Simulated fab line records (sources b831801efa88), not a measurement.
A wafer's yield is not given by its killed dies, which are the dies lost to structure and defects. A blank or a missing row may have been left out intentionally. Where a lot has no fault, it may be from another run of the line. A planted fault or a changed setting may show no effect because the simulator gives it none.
2 desks, one fault	flow sky130	each desk has only its own numbers; what lay behind them comes last

== METROLOGY DESK ==
Lot by lot, what the gauges showed, no matter which tool ran the lot: averages of those sampled wafers that carry a number. The brackets show how far a lot's mean lies from the usual mean; more than 4 standard deviations puts the lot out of limits, marked OUT.
Columns: A = GATE_OXIDE_OXIDATION_00_THK at SKY_GATE_OXIDE_THK_MEAS_02, usual 10.24 nm; B = GATE_OXIDE_OVL at SKY_GATE_OXIDE_OVL_MEAS_10, usual -0.7 nm
lot	first seen here	A	B
L795	day 14 16:51	10.41	-1.6
L800	day 16 12:16	10.08	-1.5
L801	day 16 15:11	10.32	0.4
L806	day 18 08:18	10.41	-1.6
L807	day 18 15:26	10.40	-2.8
L811	day 19 20:50	10.20	0.2
This desk found nothing out of limits on any of the 6 lots.

== AT THE TOOL OWNER'S DESK: implanter-02 ==
For each lot that ran on this tool, the mean over its sampled wafers that have a number, from the tool's own readings at SKY_GATE_OXIDE_IMPLANT_11. The brackets show how far a lot's mean lies from the usual mean; more than 4 standard deviations puts the lot out of limits, marked OUT.
Columns: A = beam-energy-keV at SKY_GATE_OXIDE_IMPLANT_11, usual 10.000
lot	first seen here	A
L800	day 17 17:13	9.845 (-50) OUT
L801	day 17 20:07	9.847 (-49) OUT
L811	day 21 02:28	10.000
This desk's finding: out of limits on L800, L801; first on L800, day 17 17:13 (beam-energy-keV at SKY_GATE_OXIDE_IMPLANT_11). L811 stayed within limits.

== BROUGHT TOGETHER ==
An alarm could have come from the tool owner's desk at day 17 17:13, on L800, L801.
Metrology desk: nothing out of limits seen.
The metrology desk has L800, L801 on record, within its limits.
Of the lots named, all ran SKY_GATE_OXIDE_IMPLANT_11 on implanter-02.

== WHAT WAS PUT IN BY THE SIMULATOR ==
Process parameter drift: implanter-02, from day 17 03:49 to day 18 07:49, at SKY_GATE_OXIDE_IMPLANT_11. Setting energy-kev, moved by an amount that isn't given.
Lots struck among those shown: L800, L801.
How many hours passed from the start of the fault until each desk's first out-of-limits reading: the tool owner's desk, 13.
